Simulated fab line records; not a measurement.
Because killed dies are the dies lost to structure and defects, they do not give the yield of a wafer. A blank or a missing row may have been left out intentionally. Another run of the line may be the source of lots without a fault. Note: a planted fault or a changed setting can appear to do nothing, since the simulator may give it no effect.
The tool behind it: which one?    flow gf180mcu    Sampling: 24 lots, 72 wafers, 5 of 602 route steps

== WHAT THE GAUGES SHOWED, per wafer ==
GF_V2_THK_MEAS_03. Usual: for V2_CVD_02_THK the level is 851 nm and the standard deviation is 11.
lot   measured      on             V2_CVD_02_THK (nm)  flag
L074  day 19 13:18  film-metro-02  853 840 850         
L075  day 19 19:22  film-metro-04  830 848 838         
L076  day 20 01:46  film-metro-02  839 849 848         
L077  day 20 12:53  film-metro-02  834 826 855         
L078  day 20 18:45  film-metro-02  851 841 858         
L079  day 21 07:23  film-metro-02  855 854 863         
L080  day 21 15:01  film-metro-01  841 849 863         
L081  day 22 06:28  film-metro-01  845 845 850         
L082  day 22 07:32  film-metro-04  850 855 860         
L083  day 22 10:55  film-metro-02  843 852 852         
L084  day 23 03:34  film-metro-04  864 882 866         
L085  day 23 13:25  film-metro-02  851 863 869         
L086  day 23 21:29  film-metro-02  846 845 865         
L087  day 24 04:56  film-metro-04  851 856 858         
L088  day 24 13:37  film-metro-02  853 853 863         
L089  day 24 18:07  film-metro-01  841 848 851         
L090  day 25 03:05  film-metro-01  842 854 848         
L091  day 25 17:08  film-metro-04  850 850 862         
L092  day 25 19:58  film-metro-02  827 835 856         
L093  day 26 05:19  film-metro-01  852 836 861         
L094  day 26 12:04  film-metro-02  848 853 862         
L095  day 26 21:09  film-metro-01  879 870 859         
L096  day 26 23:20  film-metro-01  843 855 847         
L097  day 27 07:58  film-metro-04  848 835 850         

GF_V2_RS_MEAS_24: measurement is done with a four-point probe. Usual: for V2_W_RS the level is 0.330 ohm/sq and the standard deviation is 0.0032.
lot   measured      on             V2_W_RS (ohm/sq)   flag
L074  day 20 15:29  film-metro-01  0.328 0.328 0.330  
L075  day 20 20:43  film-metro-02  0.332 0.332 0.343  
L076  day 21 03:55  film-metro-02  0.328 0.330 0.336  
L077  day 21 13:58  film-metro-02  0.327 0.331 0.332  
L078  day 21 20:44  film-metro-01  0.333 0.331 0.327  
L079  day 22 08:41  film-metro-04  0.334 0.331 0.326  
L080  day 22 16:07  film-metro-01  0.328 0.326 0.328  
L081  day 23 06:56  film-metro-01  0.326 0.331 0.332  
L082  day 23 08:16  film-metro-04  0.323 0.330 0.329  
L083  day 23 11:25  film-metro-04  0.333 0.331 0.330  
L084  day 24 03:44  film-metro-01  0.327 0.332 0.325  
L085  day 24 13:31  film-metro-04  0.331 0.331 0.327  
L086  day 24 20:35  film-metro-02  0.326 0.330 0.329  
L087  day 25 04:53  film-metro-02  0.327 0.329 0.326  
L088  day 25 12:22  film-metro-02  0.328 0.333 0.332  
L089  day 25 17:23  film-metro-04  0.330 0.328 0.333  
L090  day 26 01:56  film-metro-01  0.326 0.332 0.331  
L091  day 26 15:53  film-metro-02  0.334 0.331 0.332  
L092  day 26 18:45  film-metro-04  0.331 0.330 0.330  
L093  day 27 03:22  film-metro-02  0.329 0.327 0.331  
L094  day 27 10:14  film-metro-04  0.329 0.332 0.330  
L095  day 27 18:29  film-metro-02  0.331 0.328 0.323  
L096  day 27 20:38  film-metro-01  0.326 0.326 0.329  
L097  day 28 06:08  film-metro-01  0.331 0.330 0.329  

GF_V2_THK_MEAS_25: measures by xrf. Usual: for V2_W_THK the level is 343 nm and the standard deviation is 3.8.
lot   measured      on             V2_W_THK (nm)  flag
L074  day 20 15:37  film-metro-01  343 342 341    
L075  day 20 20:50  film-metro-02  338 340 326    
L076  day 21 04:01  film-metro-02  346 345 339    
L077  day 21 14:05  film-metro-02  345 342 343    
L078  day 21 20:51  film-metro-01  340 343 346    
L079  day 22 08:47  film-metro-04  342 344 348    
L080  day 22 16:13  film-metro-01  344 343 346    
L081  day 23 07:03  film-metro-01  348 345 341    
L082  day 23 08:22  film-metro-04  346 343 344    
L083  day 23 11:31  film-metro-04  338 343 341    
L084  day 24 03:52  film-metro-01  341 335 342    
L085  day 24 13:38  film-metro-04  343 341 346    
L086  day 24 20:42  film-metro-02  347 344 345    
L087  day 25 05:00  film-metro-02  347 344 348    
L088  day 25 12:28  film-metro-02  346 342 342    
L089  day 25 17:30  film-metro-04  342 343 341    
L090  day 26 02:03  film-metro-01  345 340 341    
L091  day 26 16:00  film-metro-02  341 342 342    
L092  day 26 18:52  film-metro-04  346 346 344    
L093  day 27 03:29  film-metro-02  345 346 344    
L094  day 27 10:22  film-metro-04  341 339 341    
L095  day 27 18:34  film-metro-02  343 346 352    
L096  day 27 20:45  film-metro-01  345 345 342    
L097  day 28 06:15  film-metro-01  341 340 344    

GF_V3_THK_MEAS_01. Usual: for V3_CVD_00_THK the level is 599 nm and the standard deviation is 7.8.
lot   measured      on             V3_CVD_00_THK (nm)  flag
L074  day 21 17:10  film-metro-01  586 594 597         
L075  day 21 21:58  film-metro-01  584 594 590         
L076  day 22 05:38  film-metro-03  588 599 598         
L077  day 22 15:05  film-metro-04  593 589 602         
L078  day 22 21:44  film-metro-03  600 604 598         
L079  day 23 09:01  film-metro-01  602 602 598         
L080  day 23 16:50  film-metro-01  599 592 595         
L081  day 24 06:57  film-metro-03  605 598 614         
L082  day 24 08:31  film-metro-04  615 611 610         
L083  day 24 10:55  film-metro-04  604 607 608         
L084  day 25 03:44  film-metro-03  612 616 610         
L085  day 25 12:42  film-metro-04  591 593 599         
L086  day 25 19:27  film-metro-04  606 612 607         
L087  day 26 03:57  film-metro-04  603 606 607         
L088  day 26 10:41  film-metro-01  594 598 602         
L089  day 26 16:05  film-metro-04  602 605 596         
L090  day 27 00:45  film-metro-01  590 606 598         
L091  day 27 13:22  film-metro-03  603 605 603         
L092  day 27 16:49  film-metro-03  600 594 596         
L093  day 28 01:02  film-metro-03  589 591 592         
L094  day 28 08:19  film-metro-01  609 597 602         
L095  day 28 15:52  film-metro-03  585 596 594         
L096  day 28 18:04  film-metro-03  594 588 595         
L097  day 29 02:26  film-metro-04  601 595 601         

== EACH LOT AND THE TOOL THAT RAN IT (in order: tool; ch and the chambers of the sampled wafers; start) ==
lot   GF_V1_SPUTTER_22
L074  pvd-sputter-04, day 18 11:29
L075  pvd-sputter-04, day 18 16:22
L076  pvd-sputter-04, day 18 23:44
L077  pvd-sputter-04, day 19 09:59
L078  pvd-sputter-04, day 19 16:47
L079  pvd-sputter-04, day 20 05:17
L080  pvd-sputter-04, day 20 13:00
L081  pvd-sputter-03, day 21 04:28
L082  pvd-sputter-04, day 21 05:50
L083  pvd-sputter-04, day 21 09:28
L084  pvd-sputter-02, day 22 02:28
L085  pvd-sputter-04, day 22 12:13
L086  pvd-sputter-02, day 22 20:28
L087  pvd-sputter-04, day 23 04:07
L088  pvd-sputter-04, day 23 13:22
L089  pvd-sputter-03, day 23 18:14
L090  pvd-sputter-03, day 24 03:12
L091  pvd-sputter-03, day 24 17:48
L092  pvd-sputter-04, day 24 21:22
L093  pvd-sputter-03, day 25 05:39
L094  pvd-sputter-03, day 25 13:37
L095  pvd-sputter-04, day 25 22:53
L096  pvd-sputter-02, day 26 00:20
L097  pvd-sputter-04, day 26 10:01
- GF_V1_SPUTTER_22: material TiN, target thk 10 nm, time 40 s.

== AS READ BY THE TOOLS THEMSELVES (means over the sampled wafers that have a number; for cases with no such wafer, the mark the record gives instead) ==
GF_V1_SPUTTER_22. Usual: chamber-pressure-pa 5.000 Pa, standard deviation 0.011; throttle-valve-pct 30.2 %, standard deviation 0.83.
lot   tool            chamber-pressure-pa (Pa)  throttle-valve-pct (%)  flag
L074  pvd-sputter-04  5.003                     30.2                    
L075  pvd-sputter-04  4.992                     30.0                    
L076  pvd-sputter-04  5.001                     30.4                    
L077  pvd-sputter-04  5.006                     30.5                    
L078  pvd-sputter-04  4.997                     30.5                    
L079  pvd-sputter-04  5.006                     30.6                    
L080  pvd-sputter-04  5.009                     30.1                    
L081  pvd-sputter-03  4.998                     29.8                    
L082  pvd-sputter-04  5.002                     30.0                    
L083  pvd-sputter-04  5.013                     30.3                    
L084  pvd-sputter-02  5.008                     31.4                    
L085  pvd-sputter-04  5.001                     30.8                    
L086  pvd-sputter-02  5.002                     30.7                    
L087  pvd-sputter-04  5.013                     30.4                    
L088  pvd-sputter-04  4.993                     30.3                    
L089  pvd-sputter-03  5.000                     29.5                    
L090  pvd-sputter-03  4.996                     29.9                    
L091  pvd-sputter-03  5.004                     29.9                    
L092  pvd-sputter-04  4.989                     30.4                    
L093  pvd-sputter-03  5.008                     29.9                    
L094  pvd-sputter-03  4.997                     29.1                    
L095  pvd-sputter-04  5.007                     30.4                    
L096  pvd-sputter-02  4.994                     31.1                    
L097  pvd-sputter-04  4.999                     30.4                    

== THE ANSWER, worked out from the rows above alone ==
Rule: a lot counts as off when the mean over its wafers that have a number is more than 3 standard deviations away from the usual mean. Also off: a lot with no number at a reading for which 4 or more lots have one. The other lots that the step has rows for count as sound. First the gauges in route order, then the tools' own readings, where a lot's mean is used as printed above. The first step at which some lot is off is used, and at that step the reading that is off furthest; a lot without a number counts as furthest.
None of the lots is off at any reading shown; this tells nothing.

== WHAT HAD BEEN PUT IN BY THE SIMULATOR ==
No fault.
